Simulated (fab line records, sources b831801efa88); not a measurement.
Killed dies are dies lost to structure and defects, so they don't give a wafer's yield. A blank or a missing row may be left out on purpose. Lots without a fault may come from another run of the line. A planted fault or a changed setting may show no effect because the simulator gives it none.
Chamber matching | flow gf180mcu | GF_STI_ETCH_14 on rie_si-01: 4 sister chambers
The step etches Si in HBr/Cl2/O2, target depth 360 nm, time 102.9 s. 8 wafers are shown with their chamber, then 9 later ones without.

WAFERS WITH THEIR CHAMBER
wafer  | chamber | drypump_motor_current_A (A) | oes_product_au (a.u.)
L181.2 | 2       | 6.0                         | 1.001
L184.5 | 3       | 5.6                         | 1.024
L184.6 | 2       | 5.9                         | 0.996
L189.1 | 3       | 5.6                         | 1.012
L189.5 | 0       | 5.5                         | 1.023
L190.2 | 0       | 5.5                         | 1.016
L190.4 | 1       | 6.1                         | 1.023
L190.5 | 1       | 6.1                         | 1.011

WAFERS WITHOUT THEIR CHAMBER
wafer  | drypump_motor_current_A (A) | oes_product_au (a.u.)
L191.2 | 5.5                         | 1.027
L191.5 | 5.9                         | 0.999
L191.6 | 6.1                         | 1.026
L198.2 | 5.6                         | 1.007
L198.4 | 5.5                         | 1.032
L198.5 | 6.1                         | 1.033
L199.1 | 5.6                         | 1.016
L199.3 | 6.1                         | 1.022
L199.6 | 6.0                         | 0.991

WHICH CHAMBER EACH WENT THROUGH
wafer  | from the rows above     | in truth
L191.2 | 0                       | 0
L191.5 | 2                       | 2
L191.6 | 1                       | 1
L198.2 | can't be placed: 3 or 0 | 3
L198.4 | can't be placed: 0 or 3 | 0
L198.5 | 1                       | 1
L199.1 | 3                       | 3
L199.3 | 1                       | 1
L199.6 | 2                       | 2
Placed correctly: 7 of 9. Can't be placed from these rows: 2 (the true chamber is among the candidates in 2). Placed wrongly: 0.
How it was worked out, from the rows above alone: a wafer's distance from a chamber is the root of the sum, over the readings, of the square of ((its reading less the chamber's mean) divided by the reading's scatter). The wafer belongs to the nearest chamber; if the next one is less than 2 further off, it can't be placed. A chamber's mean is the mean of its shown wafers. The scatter: the root of (the sum of the squares of (reading less its chamber's mean) over the shown wafers, divided by (wafers less chambers)).
